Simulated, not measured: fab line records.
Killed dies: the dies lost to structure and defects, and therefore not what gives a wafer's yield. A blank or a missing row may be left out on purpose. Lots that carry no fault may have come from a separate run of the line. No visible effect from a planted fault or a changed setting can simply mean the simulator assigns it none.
8D (eight disciplines) problem report, filled in by code | flow sky130 | the parts of the form that need people (team, actions taken, sign-off) are left out

1. PROBLEM STATEMENT
SONOS_TUNNEL_TW at SKY_SONOS_TUNNEL_TW_MEAS_12 reads a mean of 29.6 on 2 wafers of 2 lots; wafers without a fault read 195.6 with a standard deviation of 1.4. That is -99 or more standard deviations from the usual mean.
First seen on wafer L616.1, day 13 12:52, on film-metro-02. At this step, 28 wafers from 10 lots have a number in the record. The rule behind "out" and "out of limits": a value lying over 4 standard deviations away from the usual mean. Any other wafer with a number is counted as sound.

2. WHAT IT IS; WHAT IT IS NOT
question                    | is                | is not
which readings at this step | SONOS_TUNNEL_TW   | -
which lots                  | L616, L620        | L612, L613, L614, L617, L626, L629, L630, L631
which wafers of those lots  | L616.1, L620.1    | L616.3, L616.6
read on which gauges        | film-metro-02     | film-metro-01, film-metro-03
when                        | from day 13 12:52 | up to then (11 sound wafers); but 15 sound wafers of L617, L626, L629, L630, L631 came after

3. WHAT RULES OUT EACH SUSPECT
Counting: any tool at a process step up to the reading remains a suspect provided it ran every lot that is out. Sound lots after the first of them don't rule it out here, since some wafers of a struck lot are sound.
- the gauge at SKY_SONOS_TUNNEL_TW_MEAS_12 has been ruled out. All the wafers that are out were read on film-metro-02, but those of them that SKY_PAD_OPEN_PROBE_99 has rows for are out there too, on other tools.
- plasma-asher-04 at SKY_VT_ADJUST_NCORE_STRIP_10 (strips in O2/N2): kept. It ran every lot that is out, first L616 (day 10 11:23); its last sound lot up to then is L613 (day 9 15:33).
- litho-track-04 at SKY_SONOS_TUNNEL_DEVELOP_06 (develop time 60 s): kept. It ran every lot that is out, first L616 (day 13 12:09); its last sound lot up to then is L614 (day 12 21:06).
Remaining after the count are plasma-asher-04 at SKY_VT_ADJUST_NCORE_STRIP_10 and litho-track-04 at SKY_SONOS_TUNNEL_DEVELOP_06.

4. THE CAUSE (what the simulator had put in)
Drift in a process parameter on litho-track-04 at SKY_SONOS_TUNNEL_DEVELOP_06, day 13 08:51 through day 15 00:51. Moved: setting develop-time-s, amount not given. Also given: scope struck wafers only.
Counting left 2 suspects, and this tool is among them.

5. THE CHAIN OF EFFECTS, in route order
One row per reading whose mean, taken over the struck wafers that have a number, lies over 3 standard deviations from the usual. Readings are gone through only where the record gives a usual standard deviation; hours: the median, over the lots, of the time from a lot's start at the first step in this table giving one to that lot's start at this step; sigmas: the change measured in usual standard deviations.
hours | step                        | reading             | usual | on struck wafers | change | sigmas
0     | SKY_SONOS_TUNNEL_TW_MEAS_12 | SONOS_TUNNEL_TW     | 195.6 | 29.6             | -166.0 | -99 or more
819   | SKY_PAD_OPEN_PROBE_99       | killed-at-front-end | 16    | 420              | +404   | +84
819   | SKY_PAD_OPEN_PROBE_99       | killed-dies         | 87    | 492              | +405   | +43
819   | SKY_PAD_OPEN_PROBE_99       | killed-on-rim       | 18    | 96               | +78    | +19
Here are the process steps it includes:
- SKY_PAD_OPEN_PROBE_99
Readings that are blank on the struck wafers while sound wafers have them: cd-nm at SKY_SONOS_TUNNEL_CD_MEAS_07; SONOS_TUNNEL_OVL at SKY_SONOS_TUNNEL_OVL_MEAS_08.

6. HOW IT WOULD HAVE BEEN CAUGHT EARLIER
The first out-of-limits reading at a measuring or inspecting step in this record came at day 13 12:52, 4 hours after the fault's start at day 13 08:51.
Between SKY_SONOS_TUNNEL_DEVELOP_06 and SKY_SONOS_TUNNEL_TW_MEAS_12, SKY_SONOS_TUNNEL_CD_MEAS_07 gave no cd-nm and SKY_SONOS_TUNNEL_OVL_MEAS_08 gave no SONOS_TUNNEL_OVL on the struck wafers, where sound wafers have one: a measuring or inspecting step that comes back empty is itself a sign.
Tool readings at SKY_SONOS_TUNNEL_DEVELOP_06 with a usual standard deviation given in the record: none out on any struck wafer, hence no alarm at a limit of 4 standard deviations on them.
Of the lots that are out (2), L620 began SKY_SONOS_TUNNEL_DEVELOP_06 on litho-track-04 after day 13 12:52. A hold on the tool at that time would have spared it.
